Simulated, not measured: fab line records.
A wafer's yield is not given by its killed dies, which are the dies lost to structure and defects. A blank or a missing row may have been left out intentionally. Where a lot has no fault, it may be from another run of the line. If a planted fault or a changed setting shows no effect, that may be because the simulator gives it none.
fab line records	flow sky130
record: lots: 11	wafers: 33	lastDay: 50
route steps=708 shown POLY_CUT@319 RES_XHIGH@339 SD_N@349 PAD_OPEN@708
lots untouched by any fault: they come from a run of this same line in which no faults occurred
startH: start of the lot's first displayed wafer, in hours after the record's first day	waitH: hours elapsed since this lot's preceding step	" same as the row above	L1.1+2: one row covering several wafers at once	- no value, or no start given	* or withheld: withheld	< > ~ a bound
route shown NAME@n: NAME is a module with steps in the file, n the number in the route of the first one	usual: mean and standard deviation over wafers with no fault	same: alike in all rows	chamber/n: place in a boat	sites: the reading at each site	_std_site: standard deviation of those values	_edge_site: the outer-site mean with the inner-site mean subtracted	radiusMm: how far each site lies from the wafer's centre	mask NAME#n: copy n	behind: the last tool/chamber to shape the wafer	hold: the reason the lot was held/the length of the hold in hours/how it ended	device: whichever transistor did not switch (one of n, p or np)	end of line: at the end of the route, the tests of the same wafers	where a step has no rows: the recipe by itself	killed: dies lost to structure and defects at the first sort, not the wafer's yield	map: per-die view of a wafer (x killed, . not killed, _ where there is no die)
set.NAME: the setting that was run; set.NAME@STEP: the one run at that earlier step	model.NAME: the simulator's own value behind a step, which no gauge read
a sample of lots followed through the steps of the route, with each step as a table and each wafer as a row
services: when a tool's chamber went out of use (startH, in hours from the record's first day, below 0 if earlier), for how many hours, and the reason
== steps ==
step: SKY_POLY_CUT_STRIP_12
recipe: chemistry: O2/N2	powerW: 1400	pressureMtorr: 1500	platenTempC: withheld	o2FlowSccm: 3000	n2FlowSccm: 300	overashFraction: 0.5
usual: drypumpMotorCurrentA: 5.7/0.31	oesProductAu: 0.452/0.0051	stripTimeToEndpointS: 5.353/0.016
lot.wafer	tool	chamber	startH	waitH	drypumpMotorCurrentA	oesProductAu	rfHoursCounterH	stripTimeToEndpointS
L262.1	plasmaAsher-01	0	574.06	0.0	6.3	0.448	73	5.352
L262.3	"	0	"	"	6.3	0.450	-	5.354
L262.6	"	1	"	"	5.8	0.458	-	5.346
L263.2	plasmaAsher-03	1	579.57	0.0	5.8	0.449	15	5.385
L263.4	"	1	"	"	5.9	0.454	-	5.370
L263.5	"	1	"	"	5.8	0.453	-	5.381
L264.1	plasmaAsher-03	1	602.82	0.0	5.8	0.453	17	5.339
L264.4	"	1	"	"	5.9	0.447	-	5.346
L264.6	"	1	"	"	5.8	0.448	-	5.359
L265.2	plasmaAsher-01	0	628.61	0.0	6.3	0.452	78	5.328
L265.4	"	0	"	"	6.3	0.457	-	5.340
L265.6	"	1	"	"	5.8	0.446	-	5.340
L266.2	plasmaAsher-03	0	638.17	0.0	5.4	0.451	21	5.355
L266.4	"	0	"	"	5.4	0.457	-	5.366
L266.6	"	0	"	"	5.4	0.440	-	5.358
L268.3	plasmaAsher-04	0	653.54	0.1	5.7	0.456	-	5.364
L268.5	"	0	"	"	5.7	0.455	-	5.338
L268.6	"	1	"	"	5.3	0.450	-	5.331
L270.2	plasmaAsher-03	0	657.81	0.0	5.4	0.458	23	5.381
L270.3	"	1	"	"	5.8	0.455	-	5.370
L270.6	"	1	"	"	5.9	0.454	-	5.383
L272.3	plasmaAsher-04	1	662.45	0.1	5.3	0.452	-	5.372
L272.4	"	0	"	"	5.7	0.448	-	5.356
L272.5	"	0	"	"	5.7	0.456	-	5.376
L276.1	plasmaAsher-03	0	694.87	0.0	5.4	0.448	26	5.371
L276.2	"	1	"	"	5.9	0.452	26	5.374
L276.3	"	1	"	"	5.9	0.451	-	5.347
L281.1	plasmaAsher-03	1	723.86	0.0	5.8	0.443	29	5.327
L281.5	"	0	"	"	5.4	0.459	-	5.341
L281.6	"	1	"	"	5.8	0.445	-	5.373
L283.1	plasmaAsher-03	1	747.62	0.0	5.8	0.459	31	5.370
L283.2	"	0	"	"	5.4	0.448	31	5.354
L283.4	"	0	"	"	5.4	0.456	-	5.358
step: SKY_RES_XHIGH_IMPLANT_07
recipe: species: BF2	energyKev: 20	doseCm2: 3.6e+14	tiltDeg: 0
usual: beamEnergyKeV: 19.999/0.0066	beamOnS: 40.4/2.8
same: implantIonAmu: 49
lot.wafer	tool	chamber	startH	waitH	beamEnergyKeV	beamOnS
L262.1	implanter-04	0	632.38	0.1	19.990	38.4
L262.3	"	0	"	"	19.998	37.7
L262.6	"	0	"	"	20.004	38.6
L263.2	implanter-03	0	638.26	0.1	20.000	43.1
L263.4	"	0	"	"	19.997	43.6
L263.5	"	0	"	"	19.997	43.8
L264.1	implanter-03	0	660.77	0.1	20.000	45.5
L264.4	"	0	"	"	19.997	42.5
L264.6	"	0	"	"	19.990	43.6
L265.2	implanter-04	0	685.91	0.1	19.991	38.2
L265.4	"	0	"	"	20.002	37.7
L265.6	"	0	"	"	20.001	38.8
L266.2	implanter-03	0	694.25	0.1	20.003	42.8
L266.4	"	0	"	"	19.998	44.2
L266.6	"	0	"	"	19.997	43.4
L266.2	implanter-03	0	694.57	0.3	19.994	43.6
L266.4	"	0	"	"	20.004	43.0
L266.6	"	0	"	"	20.001	43.6
L268.3	implanter-03	0	710.08	0.1	20.017	42.9
L268.5	"	0	"	"	20.010	43.8
L268.6	"	0	"	"	20.018	44.5
L268.3	implanter-03	0	710.39	0.3	20.005	43.5
L268.5	"	0	"	"	20.002	43.9
L268.6	"	0	"	"	20.012	45.3
L270.2	implanter-01	0	713.91	0.1	20.000	39.1
L270.3	"	0	"	"	19.997	38.7
L270.6	"	0	"	"	20.006	37.9
L272.3	implanter-04	0	718.33	0.1	20.001	38.3
L272.4	"	0	"	"	20.001	38.9
L272.5	"	0	"	"	20.008	38.1
L272.3	implanter-04	0	718.64	0.3	20.002	37.7
L272.4	"	0	"	"	19.994	38.0
L272.5	"	0	"	"	20.009	37.9
L276.1	implanter-04	0	751.48	0.1	19.999	37.4
L276.2	"	0	"	"	19.994	37.5
L276.3	"	0	"	"	19.991	37.6
L281.1	implanter-01	0	778.48	0.1	19.990	38.5
L281.5	"	0	"	"	20.002	39.2
L281.6	"	0	"	"	20.002	38.5
L283.1	implanter-04	0	799.28	0.1	20.000	38.9
L283.2	"	0	"	"	20.008	38.3
L283.4	"	0	"	"	19.999	38.0
step: SKY_RES_XHIGH_STRIP_08
recipe: chemistry: O2/N2	powerW: 1400	pressureMtorr: 1500	platenTempC: withheld	o2FlowSccm: 3000	n2FlowSccm: 300	overashFraction: 0.5
usual: drypumpMotorCurrentA: 5.8/0.3	oesProductAu: 0.711/0.0049	stripTimeToEndpointS: 14.28/0.036
lot.wafer	tool	chamber	startH	waitH	drypumpMotorCurrentA	oesProductAu	rfHoursCounterH	stripTimeToEndpointS
L262.1	plasmaAsher-01	1	632.53	0.1	5.8	0.712	78	14.26
L262.3	"	0	"	"	6.3	0.711	-	14.25
L262.6	"	0	"	"	6.3	0.720	-	14.23
L263.2	plasmaAsher-02	1	638.38	0.1	5.7	0.715	90	14.23
L263.4	"	1	"	"	5.7	0.710	-	14.22
L263.5	"	0	"	"	5.9	0.713	-	14.25
L264.1	plasmaAsher-04	0	660.92	0.1	5.7	0.708	54	14.25
L264.4	"	0	"	"	5.7	0.711	-	14.24
L264.6	"	0	"	"	5.7	0.726	-	14.23
L265.2	plasmaAsher-02	1	686.03	0.1	5.8	0.707	95	14.25
L265.4	"	0	"	"	5.9	0.711	-	14.21
L265.6	"	1	"	"	5.8	0.716	-	14.23
L266.2	plasmaAsher-01	0	694.69	0.1	6.3	0.686	84	15.05
L266.4	"	0	"	"	6.3	0.682	-	15.06
L266.6	"	1	"	"	5.8	0.686	-	15.03
L268.3	plasmaAsher-04	1	710.53	0.1	5.3	0.678	-	14.98
L268.5	"	0	"	"	5.7	0.689	-	15.00
L268.6	"	1	"	"	5.3	0.679	-	15.01
L270.2	plasmaAsher-01	0	714.03	0.1	6.3	0.707	87	14.27
L270.3	"	0	"	"	6.3	0.706	-	14.26
L270.6	"	0	"	"	6.3	0.719	-	14.27
L272.3	plasmaAsher-04	0	718.78	0.1	5.7	0.682	-	15.09
L272.4	"	1	"	"	5.3	0.689	-	15.06
L272.5	"	0	"	"	5.7	0.680	-	15.04
L276.1	plasmaAsher-01	1	751.63	0.1	5.8	0.710	90	14.26
L276.2	"	0	"	"	6.3	0.703	90	14.25
L276.3	"	1	"	"	5.8	0.712	-	14.24
L281.1	plasmaAsher-02	0	778.63	0.1	5.9	0.708	3	14.28
L281.5	"	1	"	"	5.7	0.698	-	14.25
L281.6	"	0	"	"	5.9	0.715	-	14.27
L283.1	plasmaAsher-02	0	799.43	0.1	5.9	0.704	6	14.33
L283.2	"	1	"	"	5.7	0.713	6	14.32
L283.4	"	1	"	"	5.7	0.706	-	14.33
step: SKY_RES_XHIGH_TW_MEAS_09
usual: RES_XHIGH_TW: 1642/13
lot.wafer	tool	chamber	startH	waitH	RES_XHIGH_TW
L262.1	filmMetro-03	-	632.63	0.1	1637
L262.3	"	-	"	"	1637
L262.6	"	-	"	"	1645
L263.2	filmMetro-03	-	638.49	0.1	1642
L263.4	"	-	"	"	1643
L263.5	"	-	"	"	1641
L264.1	filmMetro-03	-	661.02	0.1	1643
L264.4	"	-	"	"	1642
L264.6	"	-	"	"	1647
L265.2	filmMetro-03	-	686.14	0.1	1626
L265.4	"	-	"	"	1627
L265.6	"	-	"	"	1636
L266.2	filmMetro-04	-	694.80	0.1	2035
L266.4	"	-	"	"	2025
L266.6	"	-	"	"	2030
L266.2	filmMetro-04	-	695.03	0.2	2024
L266.4	"	-	"	"	2014
L266.6	"	-	"	"	2028
L268.3	filmMetro-03	-	710.61	0.1	2005
L268.5	"	-	"	"	2009
L268.6	"	-	"	"	2020
L268.3	filmMetro-03	-	710.84	0.2	2003
L268.5	"	-	"	"	2013
L268.6	"	-	"	"	2009
L270.2	filmMetro-03	-	714.14	0.1	1644
L270.3	"	-	"	"	1649
L270.6	"	-	"	"	1636
L272.3	filmMetro-02	-	718.91	0.1	1993
L272.4	"	-	"	"	2002
L272.5	"	-	"	"	2002
L272.3	filmMetro-02	-	719.13	0.2	1997
L272.4	"	-	"	"	1990
L272.5	"	-	"	"	1996
L276.1	filmMetro-04	-	751.73	0.1	1664
L276.2	"	-	"	"	1658
L276.3	"	-	"	"	1669
L281.1	filmMetro-02	-	778.73	0.1	1625
L281.5	"	-	"	"	1629
L281.6	"	-	"	"	1624
L283.1	filmMetro-02	-	799.53	0.1	1637
L283.2	"	-	"	"	1636
L283.4	"	-	"	"	1628
step: SKY_SD_N_CD_MEAS_07
recipe: targetCdNm: 380
usual: cdNm: 380.6/3
lot.wafer	tool	chamber	startH	waitH	cdNm
L262.1	cdSem-02	-	661.32	0.1	382.4
L262.3	"	-	"	"	383.2
L262.6	"	-	"	"	382.9
L263.2	cdSem-01	-	666.96	0.2	383.6
L263.4	"	-	"	"	382.1
L263.5	"	-	"	"	384.5
L264.1	cdSem-01	-	688.63	0.1	377.8
L264.4	"	-	"	"	379.1
L264.6	"	-	"	"	377.8
L265.2	cdSem-01	-	714.25	0.1	378.7
L265.4	"	-	"	"	382.0
L265.6	"	-	"	"	379.6
L266.2	cdSem-02	-	722.69	0.1	379.5
L266.4	"	-	"	"	376.6
L266.6	"	-	"	"	379.6
L268.3	cdSem-02	-	738.07	0.1	377.9
L268.5	"	-	"	"	378.8
L268.6	"	-	"	"	378.6
L270.2	cdSem-02	-	742.40	0.1	381.1
L270.3	"	-	"	"	379.8
L270.6	"	-	"	"	378.3
L272.3	cdSem-01	-	746.27	0.1	384.4
L272.4	"	-	"	"	382.3
L272.5	"	-	"	"	382.6
L276.1	cdSem-01	-	778.13	0.1	386.8
L276.2	"	-	"	"	382.5
L276.3	"	-	"	"	382.7
L281.1	cdSem-02	-	802.47	0.1	383.5
L281.5	"	-	"	"	382.1
L281.6	"	-	"	"	385.2
L283.1	cdSem-01	-	826.58	0.1	381.7
L283.2	"	-	"	"	380.9
L283.4	"	-	"	"	381.1
step: SKY_SD_N_OVL_MEAS_08
usual: SD_N_OVL: -0.3/1.4
lot.wafer	tool	chamber	startH	waitH	SD_N_OVL[nm]
L262.1	overlay-02	-	661.44	0.1	1.4
L262.3	"	-	"	"	1.9
L262.6	"	-	"	"	0.1
L263.2	overlay-02	-	667.07	0.1	-0.8
L263.4	"	-	"	"	-0.6
L263.5	"	-	"	"	1.1
L264.1	overlay-01	-	688.75	0.1	-2.1
L264.4	"	-	"	"	-1.5
L264.6	"	-	"	"	-1.9
L265.2	overlay-01	-	714.35	0.1	0.7
L265.4	"	-	"	"	0.2
L265.6	"	-	"	"	1.0
L266.2	overlay-01	-	722.80	0.1	-3.0
L266.4	"	-	"	"	-2.0
L266.6	"	-	"	"	-1.5
L268.3	overlay-01	-	738.16	0.1	-3.4
L268.5	"	-	"	"	-3.6
L268.6	"	-	"	"	-3.4
L270.2	overlay-02	-	742.51	0.1	-2.2
L270.3	"	-	"	"	-1.2
L270.6	"	-	"	"	-1.9
L272.3	overlay-02	-	746.36	0.1	0.3
L272.4	"	-	"	"	0.6
L272.5	"	-	"	"	0.5
L276.1	overlay-02	-	778.25	0.1	-1.6
L276.2	"	-	"	"	0.9
L276.3	"	-	"	"	-1.2
L281.1	overlay-01	-	802.59	0.1	-2.9
L281.5	"	-	"	"	-2.3
L281.6	"	-	"	"	-0.9
L283.1	overlay-02	-	826.70	0.1	0.2
L283.2	"	-	"	"	1.2
L283.4	"	-	"	"	0.1
step: SKY_SD_N_RS_MEAS_18
recipe: thkMeasGauge: four-point-probe
usual: RES_XHIGH_RS: 333.1/1
lot.wafer	tool	chamber	startH	waitH	RES_XHIGH_RS[ohm/sq]
L262.1	filmMetro-02	-	662.40	0.1	332.5
L262.3	"	-	"	"	332.4
L262.6	"	-	"	"	333.8
L263.2	filmMetro-03	-	668.04	0.1	333.2
L263.4	"	-	"	"	333.2
L263.5	"	-	"	"	333.2
L264.1	filmMetro-04	-	689.70	0.1	334.1
L264.4	"	-	"	"	334.0
L264.6	"	-	"	"	333.5
L265.2	filmMetro-02	-	715.32	0.1	332.7
L265.4	"	-	"	"	332.5
L265.6	"	-	"	"	332.9
L266.2	filmMetro-02	-	723.78	0.1	204.2
L266.4	"	-	"	"	204.4
L266.6	"	-	"	"	204.6
L266.2	filmMetro-02	-	724.07	0.3	204.6
L266.4	"	-	"	"	203.8
L266.6	"	-	"	"	204.4
L268.3	filmMetro-02	-	739.16	0.1	204.3
L268.5	"	-	"	"	205.1
L268.6	"	-	"	"	204.5
L268.3	filmMetro-02	-	739.45	0.3	204.7
L268.5	"	-	"	"	204.7
L268.6	"	-	"	"	204.7
L270.2	filmMetro-02	-	743.53	0.1	333.8
L270.3	"	-	"	"	332.9
L270.6	"	-	"	"	334.0
L272.3	filmMetro-02	-	747.36	0.1	204.2
L272.4	"	-	"	"	204.1
L272.5	"	-	"	"	204.4
L272.3	filmMetro-02	-	747.66	0.3	204.0
L272.4	"	-	"	"	204.3
L272.5	"	-	"	"	204.0
L276.1	filmMetro-03	-	779.20	0.1	332.0
L276.2	"	-	"	"	332.8
L276.3	"	-	"	"	331.8
L281.1	filmMetro-03	-	803.55	0.1	330.7
L281.5	"	-	"	"	331.9
L281.6	"	-	"	"	332.1
L283.1	filmMetro-02	-	827.66	0.1	332.2
L283.2	"	-	"	"	331.9
L283.4	"	-	"	"	332.3
step: SKY_PAD_OPEN_PROBE_99
usual: defectLimitedYield: 82.6/2	killed_at_M0_to_M3: 42/6.2	killed_at_M4_up: 3.0/1.8	killedAtContacts: 25/5.9	killedAtFrontEnd: 15/4.5	killedAtOther: 0.2/0.45	killedDies: 85/9.9	killedOpen: 47/6.7	killedShort: 39/6.4	sort_bin_3_pad_short: 0.9/0.41	sort_bin_5_function: 10.2/1.4	sort_bin_6_memory: 6.3/1.1	sortNPass: 407/9.9	sortYieldPct: 82.6/2
same: grossDies: 492	killedAtBackSide: 0	sort_bin_4_leakage[%]: 0	sort_bin_8_speed[%]: 0
lot.wafer	tool	chamber	startH	waitH	defectLimitedYield[%]	killed_at_M0_to_M3	killed_at_M4_up	killedAtContacts	killedAtFrontEnd	killedAtOther	killedDies	killedOpen	killedShort	sort_bin_3_pad_short[%]	sort_bin_5_function[%]	sort_bin_6_memory[%]	sortNPass	sortYieldPct[%]
L262.1	prober-02	-	1088.05	0.1	82.7	42	2	33	6	2	85	44	41	0.8	10.8	5.7	407	82.7
L262.3	prober-02	-	1088.15	0.2	86.6	29	3	22	12	0	66	37	29	0.6	6.9	5.9	426	86.6
L262.6	prober-02	-	1088.30	0.2	85.0	33	2	30	9	0	74	37	37	1.4	8.9	4.7	418	85.0
L263.2	prober-01	-	1095.11	0.1	81.9	43	4	27	15	0	89	52	37	1.0	10.4	6.7	403	81.9
L263.4	prober-01	-	1095.21	0.2	84.6	35	4	20	17	0	76	41	35	1.0	8.1	6.3	416	84.6
L263.5	prober-01	-	1095.26	0.2	82.5	45	2	17	21	1	86	45	41	1.2	10.4	5.9	406	82.5
L264.1	prober-02	-	1108.34	0.1	83.9	34	3	24	18	0	79	47	32	0.4	9.1	6.5	413	83.9
L264.4	prober-02	-	1108.49	0.2	81.9	52	4	22	11	0	89	51	38	1.0	9.3	7.7	403	81.9
L264.6	prober-02	-	1108.59	0.2	82.7	46	1	22	16	0	85	46	39	1.2	10.0	6.1	407	82.7
L265.2	prober-01	-	1131.14	0.1	82.7	38	3	27	16	1	85	37	48	1.8	11.2	4.3	407	82.7
L265.4	prober-01	-	1131.24	0.2	80.7	40	5	28	22	0	95	47	48	1.0	12.6	5.7	397	80.7
L265.6	prober-01	-	1131.34	0.2	81.7	44	1	32	13	0	90	44	46	1.0	13.0	4.3	402	81.7
L270.2	prober-02	-	1150.39	0.1	80.9	40	3	30	21	0	94	46	48	0.8	11.2	7.1	398	80.9
L270.3	prober-02	-	1150.44	0.2	80.1	51	2	30	15	0	98	50	48	2.0	9.8	8.1	394	80.1
L270.6	prober-02	-	1150.59	0.2	80.1	53	1	30	14	0	98	50	48	0.4	10.6	8.9	394	80.1
L276.1	prober-01	-	1172.39	0.1	78.5	49	1	33	23	0	106	55	51	1.8	12.4	7.3	386	78.5
L276.2	prober-01	-	1172.44	0.1	81.7	43	6	28	13	0	90	49	41	0.8	11.0	6.5	402	81.7
L276.3	prober-01	-	1172.49	0.2	83.7	40	1	25	14	0	80	39	41	0.4	9.1	6.7	412	83.7
L281.1	prober-01	-	1192.29	0.1	81.1	39	5	33	16	0	93	55	38	0.8	12.2	5.9	399	81.1
L281.5	prober-01	-	1192.49	0.2	81.3	39	4	30	19	0	92	47	45	1.2	11.8	5.7	400	81.3
L281.6	prober-01	-	1192.54	0.2	81.1	45	2	30	16	0	93	51	42	1.2	11.6	6.1	399	81.1
L283.1	prober-02	-	1203.70	0.1	83.3	45	4	19	14	0	82	45	37	0.4	11.0	5.3	410	83.3
L283.2	prober-02	-	1203.75	0.1	83.9	40	3	18	18	0	79	41	38	1.0	8.1	6.9	413	83.9
L283.4	prober-02	-	1203.85	0.2	79.7	40	6	30	24	0	100	53	47	0.2	10.8	9.3	392	79.7
killed by level:class
L262.1 CONTACT:geometricParticle:open=12 VIA1:geometricParticle:open=10 LI_CONTACT:geometricParticle:open=9 METAL2:geometricParticle:short=6 VIA3:geometricParticle:short=6 FIELD_ISO:geometricParticle:short=4 METAL1:geometricParticle:short=4 VIA2:geometricParticle:open=4
L262.3 LI_CONTACT:geometricParticle:open=7 VIA1:geometricParticle:open=7 CONTACT:geometricParticle:open=6 CONTACT:geometricParticle:short=5 VIA3:geometricParticle:open=5 FIELD_ISO:geometricParticle:short=4 VIA2:geometricParticle:open=4 VIA1:geometricParticle:short=4
L262.6 VIA1:geometricParticle:open=12 CONTACT:geometricParticle:short=9 LI_CONTACT:geometricParticle:open=7 CONTACT:geometricParticle:open=6 LI_CONTACT:geometricParticle:short=5 VIA1:geometricParticle:short=5 FIELD_ISO:geometricParticle:open=3 VIA3:geometricParticle:open=3
L263.2 LI_CONTACT:geometricParticle:open=12 VIA1:geometricParticle:open=12 CONTACT:geometricParticle:open=7 FIELD_ISO:geometricParticle:short=5 VIA2:geometricParticle:open=5 VIA1:geometricParticle:short=5 VIA3:geometricParticle:open=5 POLY_GATE:geometricParticle:short=4
L263.4 VIA1:geometricParticle:open=10 LI_CONTACT:geometricParticle:open=8 METAL1:geometricParticle:short=7 FIELD_ISO:geometricParticle:short=6 CONTACT:geometricParticle:open=5 FIELD_ISO:geometricParticle:open=4 VIA3:geometricParticle:short=4 POLY_GATE:geometricParticle:open=3
L263.5 VIA1:geometricParticle:open=17 FIELD_ISO:geometricParticle:short=8 VIA1:geometricParticle:short=8 CONTACT:geometricParticle:open=8 FIELD_ISO:geometricParticle:open=6 CONTACT:geometricParticle:short=4 METAL1:geometricParticle:short=4 VIA2:geometricParticle:short=4
L264.1 LI_CONTACT:geometricParticle:open=12 VIA1:geometricParticle:open=10 FIELD_ISO:geometricParticle:open=7 CONTACT:geometricParticle:open=7 METAL1:geometricParticle:short=5 VIA1:geometricParticle:short=5 VIA2:geometricParticle:short=5 POLY_GATE:geometricParticle:open=4
L264.4 VIA3:geometricParticle:open=13 LI_CONTACT:geometricParticle:open=9 VIA1:geometricParticle:short=7 VIA1:geometricParticle:open=7 METAL2:geometricParticle:short=6 METAL1:geometricParticle:short=5 LI_CONTACT:geometricParticle:short=4 CONTACT:geometricParticle:open=4
L264.6 LI_CONTACT:geometricParticle:open=12 VIA1:geometricParticle:open=9 VIA2:geometricParticle:open=8 CONTACT:geometricParticle:open=6 FIELD_ISO:geometricParticle:short=5 VIA1:geometricParticle:short=5 METAL2:geometricParticle:short=5 VIA2:geometricParticle:short=5
L265.2 LI_CONTACT:geometricParticle:open=8 METAL2:geometricParticle:short=8 CONTACT:geometricParticle:open=7 FIELD_ISO:geometricParticle:short=5 LI_CONTACT:geometricParticle:short=5 VIA1:geometricParticle:short=5 VIA1:geometricParticle:open=5 METAL3:geometricParticle:short=4
L265.4 CONTACT:geometricParticle:open=12 VIA1:geometricParticle:open=10 FIELD_ISO:geometricParticle:short=8 VIA3:geometricParticle:open=6 CONTACT:geometricParticle:short=6 LI_CONTACT:geometricParticle:open=5 METAL2:geometricParticle:short=5 METAL4:geometricParticle:short=4
L265.6 LI_CONTACT:geometricParticle:open=10 VIA1:geometricParticle:short=8 CONTACT:geometricParticle:open=7 VIA1:geometricParticle:open=6 CONTACT:geometricParticle:short=6 VIA2:geometricParticle:open=6 VIA3:geometricParticle:open=6 LOCAL_INTERCONNECT:geometricParticle:short=5
L270.2 VIA1:geometricParticle:open=10 CONTACT:geometricParticle:open=10 LI_CONTACT:geometricParticle:open=7 FIELD_ISO:geometricParticle:short=6 POLY_GATE:geometricParticle:short=6 CONTACT:geometricParticle:short=6 VIA1:geometricParticle:short=5 VIA3:geometricParticle:open=5
L270.3 VIA2:geometricParticle:open=11 CONTACT:geometricParticle:open=10 METAL1:geometricParticle:short=10 LI_CONTACT:geometricParticle:open=9 VIA1:geometricParticle:open=8 VIA1:geometricParticle:short=7 POLY_GATE:geometricParticle:short=5 VIA3:geometricParticle:open=5
L270.6 VIA1:geometricParticle:open=11 CONTACT:geometricParticle:open=9 LOCAL_INTERCONNECT:geometricParticle:short=7 VIA1:geometricParticle:short=7 METAL3:geometricParticle:short=7 LI_CONTACT:geometricParticle:open=6 METAL1:geometricParticle:short=6 VIA3:geometricParticle:short=6
L276.1 LI_CONTACT:geometricParticle:open=12 VIA1:geometricParticle:open=12 POLY_GATE:geometricParticle:short=9 CONTACT:geometricParticle:open=9 CONTACT:geometricParticle:short=9 METAL2:geometricParticle:short=7 FIELD_ISO:geometricParticle:short=5 VIA1:geometricParticle:short=5
L276.2 CONTACT:geometricParticle:open=14 LI_CONTACT:geometricParticle:open=8 METAL1:geometricParticle:short=8 VIA1:geometricParticle:open=8 VIA2:geometricParticle:open=7 VIA1:geometricParticle:short=5 CONTACT:geometricParticle:short=4 METAL2:geometricParticle:short=4
L276.3 VIA1:geometricParticle:open=10 CONTACT:geometricParticle:open=8 CONTACT:geometricParticle:short=6 METAL1:geometricParticle:short=5 VIA3:geometricParticle:short=5 POLY_GATE:geometricParticle:short=4 LI_CONTACT:geometricParticle:open=4 VIA2:geometricParticle:open=4
L281.1 CONTACT:geometricParticle:open=12 VIA1:geometricParticle:open=11 VIA2:geometricParticle:open=10 LI_CONTACT:geometricParticle:open=8 LOCAL_INTERCONNECT:geometricParticle:short=6 METAL4:geometricParticle:short=5 FIELD_ISO:geometricParticle:short=4 LI_CONTACT:geometricParticle:short=4
L281.5 CONTACT:geometricParticle:open=11 FIELD_ISO:geometricParticle:short=8 VIA1:geometricParticle:open=8 VIA3:geometricParticle:open=8 CONTACT:geometricParticle:short=7 LOCAL_INTERCONNECT:geometricParticle:short=6 METAL2:geometricParticle:short=5 VIA2:geometricParticle:open=5
L281.6 VIA2:geometricParticle:open=11 LI_CONTACT:geometricParticle:open=10 VIA3:geometricParticle:open=10 CONTACT:geometricParticle:open=7 VIA1:geometricParticle:open=6 VIA1:geometricParticle:short=6 FIELD_ISO:geometricParticle:short=5 LOCAL_INTERCONNECT:geometricParticle:short=5
L283.1 VIA1:geometricParticle:open=11 CONTACT:geometricParticle:open=9 VIA1:geometricParticle:short=7 VIA2:geometricParticle:open=6 LOCAL_INTERCONNECT:geometricParticle:short=6 FIELD_ISO:geometricParticle:open=5 METAL2:geometricParticle:short=5 METAL2:geometricParticle:open=4
L283.2 VIA1:geometricParticle:open=13 POLY_GATE:geometricParticle:open=6 CONTACT:geometricParticle:open=6 VIA1:geometricParticle:short=6 LOCAL_INTERCONNECT:geometricParticle:short=5 FIELD_ISO:geometricParticle:short=4 POLY_GATE:geometricParticle:short=4 CONTACT:geometricParticle:short=4
L283.4 VIA1:geometricParticle:open=12 CONTACT:geometricParticle:open=10 VIA2:geometricParticle:open=9 LOCAL_INTERCONNECT:geometricParticle:short=6 CONTACT:geometricParticle:short=6 METAL4:geometricParticle:short=6 FIELD_ISO:geometricParticle:open=5 POLY_GATE:geometricParticle:short=5
== services ==
tool	chamber	startH	hours	kind
plasmaAsher-01	-	610.32	2.5	repair
plasmaAsher-02	-	617.32	0.7	repair
plasmaAsher-01	-	634.12	0.9	repair
implanter-03	-	648.87	2.4	pm
plasmaAsher-01	-	655.81	1.4	repair
implanter-04	-	672.47	4.5	pm
implanter-01	-	681.56	3.1	pm
plasmaAsher-04	-	683.79	3.6	repair
plasmaAsher-03	-	692.89	1.5	repair
plasmaAsher-02	-	733.75	9.0	pm
plasmaAsher-02	0	733.75	9.0	ventCycle
plasmaAsher-02	1	733.75	9.0	ventCycle
plasmaAsher-02	0	742.75	-	clean
plasmaAsher-02	1	742.75	-	clean
implanter-03	-	748.46	43.7	pm
implanter-04	-	756.88	3.9	pm
== key ==
firstSign: step: SKY_RES_XHIGH_IMPLANT_07	reading: visit	direction: added
effect: step: SKY_RES_XHIGH_STRIP_08	reading: stripTimeToEndpointS	direction: up	sigmas: 21	usual: *	struck: *
effect: step: SKY_RES_XHIGH_TW_MEAS_09	reading: visit	direction: added
effect: step: SKY_RES_XHIGH_TW_MEAS_09	reading: RES_XHIGH_TW	direction: up	sigmas: 29	usual: 1642	struck: 2014
effect: step: SKY_SD_N_RS_MEAS_18	reading: visit	direction: added
effect: step: SKY_SD_N_RS_MEAS_18	reading: RES_XHIGH_RS	direction: down	sigmas: 99+	usual: 333.1	struck: 204.4
metAt SKY_RES_XHIGH_IMPLANT_07
struckLots L266,L268,L272
scrappedBehind SKY_SD_N_RS_MEAS_18 L266.2,L266.4,L266.6,L268.3,L268.5,L268.6,L272.3,L272.4,L272.5
notActingAt SKY_POLY_CUT_STRIP_12,SKY_SD_N_CD_MEAS_07,SKY_SD_N_OVL_MEAS_08
fault: kind: repeatedStepWhole	tool: implanter-01,implanter-03,implanter-04	chamber: -	onsetH: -	steps: SKY_RES_XHIGH_IMPLANT_07	times: 1	scope: struckLotsOnly
